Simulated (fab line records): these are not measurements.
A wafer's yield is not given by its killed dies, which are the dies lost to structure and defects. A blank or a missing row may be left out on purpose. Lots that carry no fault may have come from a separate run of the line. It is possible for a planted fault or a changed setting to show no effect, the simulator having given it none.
A struck lot beside a sound one | flow sky130 | 15 out of 708 route steps
Sound: the wafers L188.1, L188.3, L188.6. Struck: wafers L183.2, L183.4. (L183.1 of the same lot was not struck and is left out.) The cause comes at the end.
At each step with rows: each side's tool, then ch and its chambers, then its first start. Under that, the readings that differ: sound wafers | struck wafers | difference of the means | sigmas: that difference in standard deviations of wafers without a fault.
alike: readings whose means differ by less than 2 such deviations, and words and numbers that are the same on both sides. not compared: withheld readings, readings that some wafer has no value for, bounds like >300 that may hide the same value, and numbers for which the record gives no deviation and whose values overlap.
A row with sigmas, a row that says differs or no value, or rows on one side alone: a step with any of these is where the two part. Numbers that have no deviation but don't overlap get no sigmas and don't part them. A reading that every wafer of one side lacks parts them only if that side has two wafers or more.

first, 5 steps without rows for these wafers: SKY_VT_ADJUST_PCH_COAT_02 (resist thk 3000 nm); SKY_VT_ADJUST_PCH_SOFTBAKE_03; SKY_VT_ADJUST_PCH_EXPOSE_04 (exposes mask NWM, target cd 840 nm); SKY_VT_ADJUST_PCH_PEB_05; SKY_VT_ADJUST_PCH_DEVELOP_06 (develop time 60 s).
SKY_VT_ADJUST_PCH_OVL_MEAS_07:
  sound on overlay-01, day 15 15:47; struck on overlay-01, day 14 11:47
  alike: VT_ADJUST_PCH_OVL
following that, these wafers have no rows for 1 step: SKY_VT_ADJUST_PCH_IMPLANT_08.
SKY_VT_ADJUST_PCH_STRIP_09: strips in O2/N2.
  sound on plasma-asher-03 ch 0,1, day 15 15:59; struck on plasma-asher-02 ch 0, day 14 11:59
  alike: drypump-motor-current-A, oes-product-au, strip-time-to-endpoint-s
  not compared: rf-hours-counter-h
SKY_VT_ADJUST_PCH_TW_MEAS_10:
  sound on film-metro-01, day 15 16:05; struck on film-metro-01, day 14 12:05
  alike: VT_ADJUST_PCH_TW
then, 3 steps without rows for these wafers: SKY_SONOS_TUNNEL_DEHYDRATE_00 (time 60 s); SKY_SONOS_TUNNEL_HMDS_01 (prime time 60 s); SKY_SONOS_TUNNEL_COAT_02 (resist thk 1140 nm).
SKY_SONOS_TUNNEL_SOFTBAKE_03: time 60 s.
  sound on litho-track-04 ch 0, day 16 05:27; struck on litho-track-01 ch 0, day 15 00:48
  reading          | sound             | struck      | difference | sigmas
  run-length-s (s) | 89.29 88.96 89.03 | 94.83 94.75 | +5.70      | +52
then, 1 step without rows for these wafers: SKY_SONOS_TUNNEL_EXPOSE_04 (exposes mask TUNM, target cd 410 nm).
-- the record jumps here: 35 days lie between the struck wafers' starts before and after (it left off in module SONOS_TUNNEL and takes up again in module PAD_OPEN, whose first step shown is number 708 of the route) --
SKY_PAD_OPEN_PROBE_99:
  sound on prober-01, day 50 00:28; struck on prober-01, day 49 14:53
  reading            | sound    | struck | difference | sigmas
  killed_at_M0_to_M3 | 46 44 58 | 34 35  | -15        | -2
  alike: killed_at_M4_up, killed-at-contacts, killed-at-front-end, killed-at-other, killed-dies, killed-open, killed-short

## WHERE THEY PART
First at SKY_SONOS_TUNNEL_SOFTBAKE_03; last, within this record, at SKY_PAD_OPEN_PROBE_99.

WHY: the cause the simulator had injected
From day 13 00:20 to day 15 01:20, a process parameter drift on litho-track-01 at SKY_SONOS_TUNNEL_SOFTBAKE_03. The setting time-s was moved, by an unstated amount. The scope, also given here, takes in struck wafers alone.
